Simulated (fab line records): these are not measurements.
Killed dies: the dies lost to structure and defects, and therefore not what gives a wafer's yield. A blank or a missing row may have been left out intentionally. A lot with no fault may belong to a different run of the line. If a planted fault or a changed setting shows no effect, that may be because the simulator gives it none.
Comparing a struck lot with a sound one || flow sky130 || 35 steps out of a route of 708
Sound: the wafers L773.2, L773.5, L773.6. Struck: wafers L780.1, L780.2, L780.3. The cause is given at the end.
At each step with rows: each side's tool, then ch and its chambers, then its first start. Under that, the readings that differ: sound wafers || struck wafers || difference of the means || sigmas: that difference in standard deviations of wafers without a fault.
alike: readings with means less than 2 such deviations apart, plus words and numbers identical on both sides. not compared: withheld readings, readings lacking a value on some wafer, bounds such as >300 that could conceal the same value, and numbers that have no deviation in the record and whose values overlap.
A row with sigmas, a row that says differs or no value, or rows on one side alone: a step with any of these is where the two part. Numbers that have no deviation but don't overlap get no sigmas and don't part them. Lack of a reading on every wafer of one side parts them only where that side has two or more wafers.

first, 4 steps without rows for these wafers: SKY_METAL5_SOFTBAKE_10 (time 60 s); SKY_METAL5_EXPOSE_11 (exposes mask MM5, target cd 1600 nm); SKY_METAL5_PEB_12; SKY_METAL5_DEVELOP_13 (develop time 60 s).
SKY_METAL5_DESCUM_14: chemistry O2, time 11 s.
  sound on rie_metal-04 ch 0,1, day 45 11:53; struck on rie_metal-03 ch 0,1, day 47 14:47
  alike: drypump_motor_current_A, oes_product_au
  not compared: rf_hours_counter_h
SKY_METAL5_METAL_ETCH_15: etches the open film in Cl2/BCl3, stops on SiO2, target depth 1260 nm, time 252 s.
  sound on rie_metal-04 ch 0,1, day 45 11:55; struck on rie_metal-03 ch 0,1, day 47 14:49
  alike: bcl3_flow_sccm, drypump_motor_current_A, mfc_cl2_sccm, oes_product_au, throttle_valve_pct
  not compared: rf_hours_counter_h
SKY_METAL5_STRIP_16: strips in O2/N2.
  sound on plasma_asher-02 ch 0,1, day 45 12:09; struck on plasma_asher-01 ch 0,1, day 47 15:03
{"reading": "strip_time_to_endpoint_s (s)", "sound": "12.85 12.98 12.92", "struck": "13.23 13.38 13.21", "difference": "+0.36", "sigmas": "+2"}
  alike: drypump_motor_current_A, oes_product_au
  not compared: rf_hours_counter_h
then, 3 steps without rows for these wafers: SKY_METAL5_STRIP_17 (strips in post etch residue remover, time 1200 s); SKY_METAL5_CLEAN_18 (cleans in IPA, time 180 s); SKY_METAL5_CLEAN_19 (cleans in O3/DIW).
SKY_PASSIVATION_CVD_00: deposits SiO2, target thk 90 nm.
  sound on pecvd-02 ch 0,1, day 45 12:44; struck on pecvd-02 ch 0,1,2, day 47 15:41
  alike: heater_power_w, rf_fwd_power_W
SKY_PASSIVATION_THK_MEAS_01:
  struck on film_metro-02, day 47 15:43; sound on film_metro-02, day 45 12:47
  alike: PASSIVATION_CVD_00_THK
SKY_PASSIVATION_CVD_02: deposits Si3N4, target thk 540 nm.
  sound on pecvd-04 ch 0,1, day 45 12:50; struck on pecvd-04 ch 0,1,2, day 47 15:46
{"reading": "heater_power_w (W)", "sound": "864 850 892", "struck": "699 783 671", "difference": -151, "sigmas": -2}
{"reading": "rf_fwd_power_W (W)", "sound": "449.3 448.1 449.3", "struck": "628.8 630.8 630.4", "difference": "+181.1", "sigmas": "+99 or more"}
{"reading": "model.Si3N4_of_PASSIVATION_CVD_02.thk_nm (nm)", "sound": "538.5 551.4 544", "struck": "586.8 588.4 592.6", "difference": "+44.6", "sigmas": ""}
SKY_PASSIVATION_THK_MEAS_03:
  struck on film_metro-02, day 47 15:59; sound on film_metro-03, day 45 13:04
{"reading": "PASSIVATION_CVD_02_THK (nm)", "sound": "538 551 544", "struck": "587 589 592", "difference": "+45", "sigmas": "+7"}
then, 7 steps without rows for these wafers: SKY_PASSIVATION_DEHYDRATE_04 (time 60 s); SKY_PASSIVATION_HMDS_05 (prime time 60 s); SKY_PASSIVATION_COAT_06 (resist thk 3000 nm); SKY_PASSIVATION_SOFTBAKE_07; SKY_PASSIVATION_EXPOSE_08 (exposes mask NSM, target cd 3000 nm); SKY_PASSIVATION_PEB_09; SKY_PASSIVATION_DEVELOP_10 (develop time 60 s).
SKY_PASSIVATION_ETCH_11: etches the open film in CF4/O2, stops on AlCu, target depth 725 nm, time 161.1 s.
  sound on rie_diel-04 ch 0,2,3, day 46 09:43; struck on rie_diel-03 ch 0,1,3, day 48 10:58
  alike: drypump_motor_current_A, oes_product_au, throttle_valve_pct
  not compared: rf_hours_counter_h, model.etch.depth_nm, model.PASSIVATION.feature_depth_nm
then, 8 steps without rows for these wafers: SKY_PASSIVATION_STRIP_12 (strips in O2/N2); SKY_PAD_OPEN_DEHYDRATE_00 (time 60 s); SKY_PAD_OPEN_HMDS_01 (prime time 60 s); SKY_PAD_OPEN_COAT_02 (resist thk 3000 nm); SKY_PAD_OPEN_SOFTBAKE_03; SKY_PAD_OPEN_EXPOSE_04 (exposes mask PDM, target cd 60000 nm); SKY_PAD_OPEN_PEB_05; SKY_PAD_OPEN_DEVELOP_06 (develop time 58.61 s).
SKY_PAD_OPEN_ETCH_07: etches the open film in CF4/O2, stops on AlCu, target depth 725 nm, time 161.1 s.
  sound on rie_diel-03 ch 1,2,3, day 47 06:13; struck on rie_diel-03 ch 1,2,3, day 49 05:23
{"reading": "oes_product_au (a.u.)", "sound": "0.975 0.983 0.983", "struck": "1.005 0.994 1.004", "difference": "+0.021", "sigmas": "+3"}
{"reading": "throttle_valve_pct (%)", "sound": "5.956 5.969 5.945", "struck": "5.979 5.979 5.977", "difference": "+0.022", "sigmas": "+2"}
{"reading": "model.etch.depth_nm (nm)", "sound": "702.2 710.5 709.6", "struck": "729.4 711.7 721.8", "difference": "+13.5", "sigmas": ""}
{"reading": "model.PAD_OPEN.feature_depth_nm (nm)", "sound": "702.2 710.5 709.6", "struck": "729.4 711.7 721.8", "difference": "+13.5", "sigmas": ""}
  alike: drypump_motor_current_A
  not compared: rf_hours_counter_h
SKY_PAD_OPEN_STRIP_08: strips in O2/N2.
  sound on plasma_asher-04 ch 0,1, day 47 06:19; struck on plasma_asher-04 ch 0,1, day 49 05:29
  alike: drypump_motor_current_A, oes_product_au, strip_time_to_endpoint_s
  not compared: rf_hours_counter_h
SKY_PAD_OPEN_STRIP_09: strips in post etch residue remover, time 1200 s.
  sound on wet_bench-02 ch 3, day 47 06:25; struck on wet_bench-01 ch 3, day 49 05:41
{"reading": "model.Si3N4_of_PASSIVATION_CVD_02.thk_nm (nm)", "sound": "538.1 551.1 543.6", "struck": "586.5 588.1 592.2", "difference": "+44.7", "sigmas": ""}
then, 1 step without rows for these wafers: SKY_PAD_OPEN_CLEAN_10 (cleans in IPA, time 180 s).
SKY_PAD_OPEN_PROBE_99:
  rows exist in the record for the sound wafers here (prober-02, day 47 08:35), none for the struck ones

WHERE THEY PART
Last at SKY_PAD_OPEN_PROBE_99 as far as this record goes, first at SKY_METAL5_STRIP_16.

WHY: what had been put in by the simulator
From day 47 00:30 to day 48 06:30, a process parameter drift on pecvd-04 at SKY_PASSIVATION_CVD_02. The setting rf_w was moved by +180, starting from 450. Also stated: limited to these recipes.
